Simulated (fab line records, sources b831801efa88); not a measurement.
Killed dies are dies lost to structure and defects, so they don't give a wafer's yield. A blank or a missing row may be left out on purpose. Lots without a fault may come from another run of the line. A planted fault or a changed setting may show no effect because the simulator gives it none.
A struck lot beside a sound one | flow gf180mcu | 17 steps out of a route of 602
Sound: wafers L786.2, L786.4, L786.5. Struck: wafer L787.5. (L787.3, L787.6 of the same lot were not struck and are left out.) The cause comes at the end.
At each step with rows: each side's tool, then ch and its chambers, then its first start. Under that, the readings that differ: sound wafers | struck wafers | difference of the means | sigmas: that difference in standard deviations of wafers without a fault.
alike: readings whose means differ by less than 2 such deviations, and words and numbers that are the same on both sides. not compared: withheld readings, readings that some wafer has no value for, bounds like >300 that may hide the same value, and numbers for which the record gives no deviation and whose values overlap.
The two part at a step that has a row with sigmas, a row that says differs or no value, or rows on one side only. Numbers that don't overlap but have no deviation are shown without sigmas and don't part them. A reading that every wafer of one side lacks parts them only if that side has two wafers or more.

first, 4 steps without rows for these wafers: GF_M2_SOFTBAKE_10 (time 60 s); GF_M2_EXPOSE_11 (exposes mask Metal2, target cd 280 nm); GF_M2_PEB_12 (peb time 90 s); GF_M2_DEVELOP_13 (develop time 60 s).
GF_M2_CD_MEAS_14: target cd 280 nm.
  sound on cd_sem-01, day 24 06:47; struck on cd_sem-02, day 24 07:05
  reading    | sound             | struck | difference | sigmas
  cd_nm (nm) | 279.9 281.2 280.8 | 278.1  | -2.5       | -2
GF_M2_OVL_MEAS_15:
  sound on overlay-01, day 24 06:53; struck on overlay-02, day 24 07:11
  alike: M2_OVL
GF_M2_METAL_ETCH_16: etches the open film in Cl2/BCl3, stops on SiO2, target depth 627.5 nm, time 104.6 s.
  sound on rie_metal-03 ch 0, day 24 06:58; struck on rie_metal-04 ch 0, day 24 07:14
  reading                        | sound             | struck | difference | sigmas
  chamber_pressure_mTorr (mTorr) | 7.992 7.985 7.996 | 8.009  | +0.018     | +2
  alike: bcl3_flow_sccm, drypump_motor_current_A, oes_product_au, rf_fwd_power_W, throttle_valve_pct
  not compared: rf_hours_counter_h
GF_M2_STRIP_17: strips in O2/N2.
  sound on plasma_asher-03 ch 1, day 24 07:09; struck on plasma_asher-01 ch 1, day 24 07:21
  reading                      | sound          | struck | difference | sigmas
  strip_time_to_endpoint_s (s) | 7.91 7.94 7.92 | 7.82   | -0.10      | -3
  alike: chamber_pressure_mTorr, drypump_motor_current_A, heater_power_w, oes_product_au
  not compared: rf_hours_counter_h
then, 3 steps without rows for these wafers: GF_M2_STRIP_18 (strips in post etch residue remover, time 1200 s); GF_M2_CLEAN_19 (cleans in DIW); GF_V2_CVD_00 (deposits SiO2, target thk 600 nm, time 100 s).
GF_V2_THK_MEAS_01:
  sound on film_metro-03, day 24 07:50; struck on film_metro-02, day 24 07:57
  alike: V2_CVD_00_THK
GF_V2_CVD_02: deposits SiO2 from TEOS, target thk 850 nm, time 94.851 s.
  sound on pecvd-04 ch 0,1, day 24 07:53; struck on pecvd-03 ch 0, day 24 07:59
  reading                             | sound           | struck | difference | sigmas
  model.SiO2_of_V2_CVD_02.thk_nm (nm) | 855.9 866 855.6 | 1412   | +553       |
  alike: heater_power_w, rf_fwd_power_W, susceptor_temp_C
GF_V2_THK_MEAS_03:
  sound on film_metro-01, day 24 07:58; struck on film_metro-03, day 24 08:05
  reading            | sound       | struck | difference | sigmas
  V2_CVD_02_THK (nm) | 855 867 855 | 1411   | +552       | +50
GF_V2_CMP_04: polishes SiO2.
  sound on cmp-02 ch 0,3, day 24 08:01; struck on cmp-01 ch 2, day 24 08:16
  reading                | sound    | struck | difference | sigmas
  time_to_endpoint_s (s) | 76 75 73 | 282    | +207       | +42
  alike: head_pressure_psi, motor_current_A, retaining_ring_pressure_frac
GF_V2_BOW_MEAS_05:
  sound on film_metro-03, day 24 08:20; struck on film_metro-03, day 24 08:29
  alike: V2_BOW
-- the record jumps here: 9 days lie between the struck wafers' starts before and after (it left off in module V2 and takes up again in module PASSIVATION, whose first step shown is number 602 of the route) --
GF_PASSIVATION_PROBE_99:
  the record has rows for the struck wafers here (prober-02, day 32 23:54) and none for the sound ones

WHERE THEY PART
First at GF_M2_CD_MEAS_14; last, within this record, at GF_PASSIVATION_PROBE_99.

WHY: what the simulator had put in
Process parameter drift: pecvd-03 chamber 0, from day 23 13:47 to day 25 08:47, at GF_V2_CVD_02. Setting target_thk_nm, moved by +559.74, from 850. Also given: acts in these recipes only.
